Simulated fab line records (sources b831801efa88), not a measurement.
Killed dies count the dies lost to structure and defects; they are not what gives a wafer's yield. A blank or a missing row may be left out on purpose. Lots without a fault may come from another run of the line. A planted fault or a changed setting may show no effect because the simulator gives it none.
Comparing a struck lot with a sound one / flow sky130 / 20 out of 708 route steps
Sound: these wafers, L715.2, L715.3, L715.5. Struck: wafers L717.1, L717.2, L717.6. The cause is named last.
Per side, at each step with rows, come the tool, then ch with its chambers, and then its first start. Under that, the readings that differ: sound wafers / struck wafers / difference of the means / sigmas: that difference in standard deviations of wafers without a fault.
alike: readings with means less than 2 such deviations apart, plus words and numbers identical on both sides. not compared: withheld readings, readings lacking a value on some wafer, bounds such as >300 that could conceal the same value, and numbers that have no deviation in the record and whose values overlap.
A row with sigmas, a row that says differs or no value, or rows on one side alone: a step with any of these is where the two part. Numbers that don't overlap but have no deviation are shown without sigmas and don't part them. A reading that every wafer of one side lacks parts them only if that side has two wafers or more.

first, 1 step without rows for these wafers: SKY_SONOS_ONO_DEVELOP_12 (develop time 60 s).
SKY_SONOS_ONO_CD_MEAS_13: target cd 410 nm.
  sound: cd-sem-01 at day 13 11:00; struck: cd-sem-01 at day 14 06:11
reading=cd-nm (nm); sound=413.7 414.1 414.0; struck=408.0 405.9 408.6; difference=-6.4; sigmas=-3
SKY_SONOS_ONO_OVL_MEAS_14:
  sound: overlay-02 at day 13 11:07; struck: overlay-02 at day 14 06:18
  alike: SONOS_ONO_OVL
SKY_SONOS_ONO_ETCH_15: etches the open film in CHF3/O2, target depth 19.52 nm, time 7.8 s.
  sound on rie-diel-02 ch 0,3, day 13 11:08; struck on rie-diel-01 ch 1,2,3, day 14 06:20
  alike: drypump-motor-current-A, oes-product-au, throttle-valve-pct
  not compared: rf-hours-counter-h
then, 1 step without rows for these wafers: SKY_SONOS_ONO_WET_ETCH_16 (etches SiO2 in dHF, target depth 14 nm, time 280 s).
SKY_SONOS_ONO_STRIP_17: strips in O2/N2.
  sound on plasma-asher-03 ch 0,1, day 13 11:14; struck on plasma-asher-04 ch 0,1, day 14 06:26
  alike: drypump-motor-current-A, oes-product-au, strip-time-to-endpoint-s
  not compared: rf-hours-counter-h
then, 3 steps without rows for these wafers: SKY_SONOS_ONO_WET_ETCH_18 (etches Si3N4 in H3PO4, target depth 15 nm, time 172 s); SKY_GATE_OXIDE_CLEAN_00 (cleans in SC1/SC2, time 150 s); SKY_GATE_OXIDE_OXIDATION_01 (stabilise 600 s, purge 300 s, target thk 10.268 nm).
SKY_GATE_OXIDE_THK_MEAS_02:
  sound: film-metro-04 at day 13 13:41; struck: film-metro-01 at day 14 08:41
reading=GATE_OXIDE_OXIDATION_00_THK (nm); sound=9.89 9.85 9.83; struck=10.30 10.33 10.44; difference=+0.50; sigmas=+2
then, 2 steps without rows for these wafers: SKY_GATE_OXIDE_DEHYDRATE_03 (time 60 s); SKY_GATE_OXIDE_HMDS_04 (prime time 60 s).
SKY_GATE_OXIDE_COAT_05: resist thk 1140 nm.
  sound on litho-track-03 ch 0, day 14 02:44; struck on litho-track-02, day 14 22:05
  no value came back on the struck wafers for chill-plate-temp-C (C), dispense-pressure-kPa (kPa); on the sound wafers chill-plate-temp-C (C) reads 23.15 23.10 23.07
then, 4 steps without rows for these wafers: SKY_GATE_OXIDE_SOFTBAKE_06 (time 60 s); SKY_GATE_OXIDE_EXPOSE_07 (exposes mask LVOM, target cd 600 nm); SKY_GATE_OXIDE_PEB_08; SKY_GATE_OXIDE_DEVELOP_09 (develop time 60 s).
SKY_GATE_OXIDE_OVL_MEAS_10:
  sound: overlay-01 at day 14 16:02; struck: overlay-02 at day 15 11:28
reading=GATE_OXIDE_OVL (nm); sound=2.3 1.2 1.1; struck=- - -; difference=no value on the struck wafers; sigmas=
after that, 1 step had no rows for these wafers: SKY_GATE_OXIDE_IMPLANT_11.
-- a jump in the record: the struck wafers' starts before and after are 32 days apart (it breaks off in module GATE_OXIDE and resumes in module PAD_OPEN, where the first step shown is number 708 of the route) --
SKY_PAD_OPEN_PROBE_99:
  sound: prober-01 at day 46 16:55; struck: prober-01 at day 47 02:05
reading=killed-at-front-end; sound=18 12 9; struck=422 412 425; difference=+407; sigmas=+88
reading=killed-dies; sound=87 94 75; struck=492 492 492; difference=+407; sigmas=+41
reading=killed-on-rim; sound=24 18 15; struck=96 96 96; difference=+77; sigmas=+20
  alike: killed_at_M0_to_M3, killed_at_M4_up, killed-at-contacts, killed-at-other, killed-open, killed-short

## WHERE THEY PART
First at SKY_SONOS_ONO_CD_MEAS_13; last, within this record, at SKY_PAD_OPEN_PROBE_99.

WHY: what the simulator had put in
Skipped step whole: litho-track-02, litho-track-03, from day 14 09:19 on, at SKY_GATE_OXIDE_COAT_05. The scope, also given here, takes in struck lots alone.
